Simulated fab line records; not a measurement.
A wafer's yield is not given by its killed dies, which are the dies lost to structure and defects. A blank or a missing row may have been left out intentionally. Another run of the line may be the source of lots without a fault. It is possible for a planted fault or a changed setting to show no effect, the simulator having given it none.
The tool behind it: which one? + flow sky130 + 12 lots with 36 wafers sampled at 3 steps, on a route of 708 steps

## WHAT EACH GAUGE READ, for each wafer
SKY_GATE_OXIDE_OVL_MEAS_10. Usual: GATE_OXIDE_OVL gives 0.2 nm (standard deviation 1.3).
| lot  | measured     | on         | GATE_OXIDE_OVL (nm) | flag |
|------|--------------|------------|---------------------|------|
| L285 | day 13 19:08 | overlay-02 | 1.2 0.8 0.3         |      |
| L292 | day 16 03:21 | overlay-02 | 2.3 1.5 0.9         |      |
| L293 | day 16 11:05 | overlay-01 | -0.3 0.3 -0.3       |      |
| L299 | day 18 12:41 | overlay-02 | 0.7 -0.1 0.3        |      |
| L300 | day 18 21:15 | overlay-02 | -0.9 -0.1 1.0       |      |
| L301 | day 19 13:54 | overlay-02 | -2.2 -1.8 -2.6      |      |
| L302 | day 19 20:51 | overlay-01 | 0.0 -1.8 0.9        |      |
| L303 | day 20 02:44 | overlay-01 | 1.5 -1.8 1.8        |      |
| L304 | day 20 10:05 | overlay-02 | 2.1 2.1 1.4         |      |
| L306 | day 21 07:17 | overlay-02 | 1.2 1.4 1.7         |      |
| L307 | day 21 11:17 | overlay-01 | 0.1 2.6 1.9         |      |
| L308 | day 21 21:26 | overlay-01 | 1.9 2.0 1.3         |      |

SKY_RES_PROTECT_TW_MEAS_08. Usual: POLY_GATE_TW gives 4064 (standard deviation 26).
| lot  | measured     | on           | POLY_GATE_TW   | flag |
|------|--------------|--------------|----------------|------|
| L285 | day 15 03:44 | filmMetro-04 | 4105 4100 4097 |      |
| L292 | day 17 11:29 | filmMetro-04 | 4111 4093 4092 |      |
| L293 | day 17 21:50 | filmMetro-03 | 4021 4033 4003 |      |
| L299 | day 19 23:55 | filmMetro-01 | 4089 4079 4074 |      |
| L300 | day 20 07:33 | filmMetro-03 | 4058 4017 4048 |      |
| L301 | day 21 00:52 | filmMetro-01 | 4096 4089 4079 |      |
| L302 | day 21 07:02 | filmMetro-04 | 4077 4094 4082 |      |
| L303 | day 21 12:42 | filmMetro-03 | 4031 4030 4048 |      |
| L304 | day 21 20:38 | filmMetro-03 | 4029 4015 4031 |      |
| L306 | day 22 17:14 | filmMetro-01 | 4085 4070 4075 |      |
| L307 | day 22 21:25 | filmMetro-03 | 4035 4032 4015 |      |
| L308 | day 23 07:00 | filmMetro-04 | 4042 4076 4059 |      |

## WHAT TOOL EACH LOT RAN ON (gives the tool, then ch and the chambers of the sampled wafers, and finally the start)
| lot  | SKY_VT_ADJUST_PCH_STRIP_09          |
|------|-------------------------------------|
| L285 | plasmaAsher-04 ch 0, day 10 09:02   |
| L292 | plasmaAsher-02 ch 0,1, day 12 13:31 |
| L293 | plasmaAsher-02 ch 0, day 12 18:47   |
| L299 | plasmaAsher-02 ch 0,1, day 14 13:04 |
| L300 | plasmaAsher-02 ch 0,1, day 15 00:37 |
| L301 | plasmaAsher-02 ch 0,1, day 15 10:21 |
| L302 | plasmaAsher-02 ch 0,1, day 15 18:10 |
| L303 | plasmaAsher-02 ch 0,1, day 16 01:34 |
| L304 | plasmaAsher-02 ch 0,1, day 16 10:46 |
| L306 | plasmaAsher-04 ch 0,1, day 17 02:40 |
| L307 | plasmaAsher-03 ch 0,1, day 17 09:10 |
| L308 | plasmaAsher-03 ch 0,1, day 17 19:13 |
- SKY_VT_ADJUST_PCH_STRIP_09: strips in O2/N2.

## WHAT THE TOOLS THEMSELVES READ (means of the sampled wafers that have a number; where no wafer has one, the mark that the record gives instead)
SKY_VT_ADJUST_PCH_STRIP_09. Usual: drypumpMotorCurrentA 5.52 A, standard deviation 0.13; oesProductAu 0.722 a.u., standard deviation 0.0044; stripTimeToEndpointS 36.93 s, standard deviation 0.11.
| lot  | tool           | drypumpMotorCurrentA (A) | oesProductAu (a.u.) | stripTimeToEndpointS (s) | flag |
|------|----------------|--------------------------|---------------------|--------------------------|------|
| L285 | plasmaAsher-04 | 5.68                     | 0.724               | 36.86                    |      |
| L292 | plasmaAsher-02 | 5.50                     | 0.722               | 36.91                    |      |
| L293 | plasmaAsher-02 | 5.33                     | 0.722               | 36.91                    |      |
| L299 | plasmaAsher-02 | 5.51                     | 0.724               | 37.22                    |      |
| L300 | plasmaAsher-02 | 5.43                     | 0.720               | 36.77                    |      |
| L301 | plasmaAsher-02 | 5.43                     | 0.720               | 36.92                    |      |
| L302 | plasmaAsher-02 | 5.43                     | 0.720               | 36.81                    |      |
| L303 | plasmaAsher-02 | 5.45                     | 0.723               | 36.93                    |      |
| L304 | plasmaAsher-02 | 5.51                     | 0.722               | 36.99                    |      |
| L306 | plasmaAsher-04 | 5.59                     | 0.726               | 36.91                    |      |
| L307 | plasmaAsher-03 | 5.65                     | 0.723               | 36.86                    |      |
| L308 | plasmaAsher-03 | 5.67                     | 0.719               | 36.92                    |      |

## THE ANSWER, worked out from the rows above alone
Rule: a lot counts as off when the mean over its wafers that have a number is more than 3 standard deviations away from the usual mean. A lot without any number at a reading at which 4 lots or more have one is off too. All remaining lots with rows at the step are treated as sound. After the gauges, taken in route order, come the tools' own readings; for these a lot's mean is taken, as printed above. At the first step where some lot is off, the reading lying furthest off is the one used; lots without a number count as furthest.
No lot is off on any of the readings shown, so nothing can be concluded from this.

## WHAT THE SIMULATOR PUT IN
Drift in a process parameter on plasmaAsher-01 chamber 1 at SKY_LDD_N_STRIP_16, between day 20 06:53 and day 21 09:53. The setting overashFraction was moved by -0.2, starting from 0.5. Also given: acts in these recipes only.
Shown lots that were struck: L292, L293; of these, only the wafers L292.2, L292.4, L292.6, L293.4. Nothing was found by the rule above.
